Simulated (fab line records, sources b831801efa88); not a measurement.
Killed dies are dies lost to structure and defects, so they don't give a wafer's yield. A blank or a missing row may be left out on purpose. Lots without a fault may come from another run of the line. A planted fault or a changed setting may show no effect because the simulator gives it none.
Which tool did it? | flow sky130 | 11 lots, 33 wafers sampled, at 5 steps of a route of 708

WHAT THE GAUGES READ, wafer by wafer
SKY_FIELD_ISO_THK_MEAS_02.
lot  | measured    | on            | FIELD_ISO_OXIDATION_00_THK (nm)
L372 | day 1 16:39 | film_metro-04 | 11.53 11.46 11.40
L373 | day 1 23:41 | film_metro-04 | 11.67 11.84 11.58
L377 | day 2 12:41 | film_metro-01 | 11.27 11.36 11.41
L378 | day 2 17:38 | film_metro-04 | 11.41 11.67 11.74
L384 | day 3 23:38 | film_metro-04 | 11.38 11.57 11.44
L385 | day 4 05:44 | film_metro-03 | 11.51 11.43 11.76
L388 | day 4 19:39 | film_metro-03 | 11.64 11.53 11.54
L389 | day 5 00:39 | film_metro-04 | 11.26 11.41 11.55
L390 | day 5 05:38 | film_metro-01 | 11.63 11.38 11.59
L391 | day 5 10:39 | film_metro-04 | 11.82 12.03 11.69
L395 | day 6 06:38 | film_metro-03 | 12.09 12.06 12.03

SKY_NWELL_THK_MEAS_02.
lot  | measured    | on            | NWELL_OXIDATION_THK (nm)
L372 | day 2 14:25 | film_metro-03 | 9.86 9.86 9.99
L373 | day 3 01:29 | film_metro-02 | 10.07 10.19 10.13
L377 | day 3 16:17 | film_metro-01 | 9.99 10.08 10.11
L378 | day 3 17:12 | film_metro-02 | 10.18 10.18 9.97
L384 | day 5 01:02 | film_metro-01 | 7.74 7.58 7.52
L385 | day 5 06:13 | film_metro-02 | 7.56 7.27 7.48
L388 | day 5 23:41 | film_metro-01 | 10.45 10.22 10.46
L389 | day 6 04:15 | film_metro-01 | 9.84 9.81 9.78
L390 | day 6 08:19 | film_metro-02 | 10.10 9.98 10.02
L391 | day 6 14:54 | film_metro-01 | 10.10 10.10 10.12
L395 | day 7 09:50 | film_metro-02 | 9.86 9.77 9.81

SKY_PWDE_TW_MEAS_10.
lot  | measured    | on            | PWDE_TW
L372 | day 3 22:14 | film_metro-02 | 378 377 381
L373 | day 4 09:20 | film_metro-01 | 368 367 367
L377 | day 5 01:43 | film_metro-01 | 367 365 367
L378 | day 5 02:40 | film_metro-02 | 377 377 380
L384 | day 6 13:46 | film_metro-02 | 379 379 377
L385 | day 6 19:29 | film_metro-01 | 368 367 365
L388 | day 7 14:11 | film_metro-02 | 382 381 379
L389 | day 7 19:35 | film_metro-02 | 381 379 380
L390 | day 7 23:07 | film_metro-01 | 366 366 366
L391 | day 8 07:08 | film_metro-03 | 365 365 365
L395 | day 9 03:46 | film_metro-01 | 368 367 366

WHICH TOOL RAN EACH LOT (tool, then ch and the chambers of the sampled wafers, then the start)
lot  | SKY_FIELD_ISO_ETCH_15             | SKY_NWELL_OXIDATION_01
L372 | rie_diel-02 ch 1,2,3, day 2 08:42 | furnace-02 ch 0, day 2 12:59
L373 | rie_diel-03 ch 2,3, day 2 18:18   | furnace-02 ch 0, day 3 00:05
L377 | rie_diel-03 ch 0,2, day 3 07:14   | furnace-01 ch 0, day 3 14:54
L378 | rie_diel-01 ch 0,2,3, day 3 10:33 | furnace-02 ch 0, day 3 15:49
L384 | rie_diel-01 ch 2,3, day 4 18:56   | furnace-02 ch 0, day 4 23:38
L385 | rie_diel-03 ch 1,2, day 5 00:26   | furnace-02 ch 0, day 5 04:49
L388 | rie_diel-01 ch 1,2,3, day 5 16:02 | furnace-01 ch 0, day 5 22:17
L389 | rie_diel-02 ch 1,3, day 5 19:57   | furnace-01 ch 0, day 6 02:50
L390 | rie_diel-02 ch 0,2,3, day 6 02:35 | furnace-01 ch 0, day 6 06:55
L391 | rie_diel-01 ch 1,2, day 6 07:03   | furnace-01 ch 0, day 6 13:29
L395 | rie_diel-03 ch 2,3, day 7 03:44   | furnace-01 ch 0, day 7 08:26
- SKY_FIELD_ISO_ETCH_15: etches the open film in CHF3/O2, stops on Si, target depth 180 nm, time 72 s.
- SKY_NWELL_OXIDATION_01: stabilise 600 s, purge 300 s, target thk 10 nm.

WHAT THE TOOLS THEMSELVES READ (means of the sampled wafers that have a number; where no wafer has one, the mark that the record gives instead)
SKY_FIELD_ISO_ETCH_15.
lot  | tool        | O2_flow_sccm (sccm) | chf3_flow_sccm (sccm) | drypump_motor_current_A (A) | oes_product_au (a.u.) | throttle_valve_pct (%)
L372 | rie_diel-02 | 4.994               | 49.89                 | 5.6                         | 0.934                 | 8.832
L373 | rie_diel-03 | 5.005               | 49.95                 | 6.4                         | 0.945                 | 8.845
L377 | rie_diel-03 | 5.009               | 49.97                 | 5.8                         | 0.932                 | 8.834
L378 | rie_diel-01 | 5.014               | 49.90                 | 5.4                         | 0.943                 | 8.851
L384 | rie_diel-01 | 5.005               | 50.08                 | 5.2                         | 0.943                 | 8.836
L385 | rie_diel-03 | 4.996               | 49.93                 | 6.0                         | 0.944                 | 8.839
L388 | rie_diel-01 | 5.003               | 49.94                 | 5.5                         | 0.943                 | 8.851
L389 | rie_diel-02 | 5.010               | 49.98                 | 5.6                         | 0.941                 | 8.850
L390 | rie_diel-02 | 5.007               | 49.90                 | 5.7                         | 0.941                 | 8.841
L391 | rie_diel-01 | 4.998               | 49.97                 | 5.9                         | 0.951                 | 8.848
L395 | rie_diel-03 | 4.981               | 49.82                 | 6.4                         | 0.930                 | 8.834

SKY_NWELL_OXIDATION_01.
lot  | tool       | spike_tc_bottom_C (C) | spike_tc_centre_C (C) | spike_tc_lower_C (C) | spike_tc_top_C (C) | spike_tc_upper_C (C) | tube_center_temp_C (C) | tube_center_temp_C_max
L372 | furnace-02 | 916                   | 900.7                 | 900.2                | 912.8              | 901.1                | 899.99                 | 902.7
L373 | furnace-02 | 917                   | 899.9                 | 899.7                | 912.4              | 900.4                | 899.99                 | 902.4
L377 | furnace-01 | 923                   | 898.7                 | 898.9                | 911.1              | 901.5                | 900.00                 | 901.9
L378 | furnace-02 | 917                   | 901.1                 | 900.0                | 911.7              | 901.0                | 900.05                 | 902.5
L384 | furnace-02 | 893                   | 876.0                 | 876.6                | 888.8              | 877.9                | 876.44                 | 878.8
L385 | furnace-02 | 893                   | 876.9                 | 877.4                | 889.8              | 877.9                | 876.55                 | 879.2
L388 | furnace-01 | 923                   | 899.5                 | 899.5                | 911.4              | 901.8                | 899.99                 | 902.2
L389 | furnace-01 | 924                   | 900.0                 | 899.2                | 911.8              | 901.9                | 900.00                 | 902.3
L390 | furnace-01 | 923                   | 898.5                 | 899.3                | 911.5              | 901.7                | 900.08                 | 902.4
L391 | furnace-01 | 924                   | 899.3                 | 900.5                | 910.9              | 902.5                | 900.06                 | 902.4
L395 | furnace-01 | 924                   | 900.4                 | 899.4                | 913.4              | 901.6                | 899.92                 | 902.3

THE ANSWER, worked out from the rows above alone
Rule: what is usual is taken from the lots themselves. Put in order of their means at a reading, lots are off if they are a third of the lots or fewer, leave a main group of 4 or more, and stand apart from it by a gap of 3 or more times the standard deviation of the main group's means; of several such gaps the widest counts. A main group whose means are all the same, to the digits that the tables above print for the reading, isn't used. A lot without any number at a reading at which 4 lots or more have one is off too. The other lots that the step has rows for count as sound. The gauges are gone through in route order, then the tools' own readings, and for those a lot's mean is taken as printed above. The first step at which some lot is off is used, and at that step the reading that is off furthest; a lot without a number counts as furthest.
Off: L384, L385, at SKY_NWELL_THK_MEAS_02 (NWELL_OXIDATION_THK). The main group: mean 10.04 nm, standard deviation 0.17.
A tool fits if, at a process step before that reading, it ran every lot that is off, and no sound lot after the first of them. The gauges at SKY_NWELL_THK_MEAS_02 aren't tried: what is off there is off at SKY_NWELL_OXIDATION_01 too, on other tools, and a gauge's error can't cause that. One fits: furnace-02 at SKY_NWELL_OXIDATION_01. Its last sound lot is L378 (day 3 15:49), its first lot that is off L384 (day 4 23:38): a fault that began between those two fits.
The tool's own readings at SKY_NWELL_OXIDATION_01 bear it out: on the lots that are off they differ by more than 5 times the standard deviation of the sound lots' means. spike_tc_bottom_C reads 893 C there against 921 C on the sound lots; spike_tc_centre_C reads 876.5 C there against 899.8 C on the sound lots; spike_tc_lower_C reads 877.0 C there against 899.6 C on the sound lots; spike_tc_top_C reads 889.3 C there against 911.9 C on the sound lots; spike_tc_upper_C reads 877.9 C there against 901.5 C on the sound lots; tube_center_temp_C reads 876.50 C there against 900.01 C on the sound lots; tube_center_temp_C_max reads 879.0 there against 902.3 on the sound lots.

WHAT THE SIMULATOR HAD PUT IN
Process parameter drift: furnace-02, from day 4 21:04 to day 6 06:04, at SKY_NWELL_OXIDATION_01. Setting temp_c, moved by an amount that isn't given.
Lots struck among those shown: L384, L385. The rule above found the same.
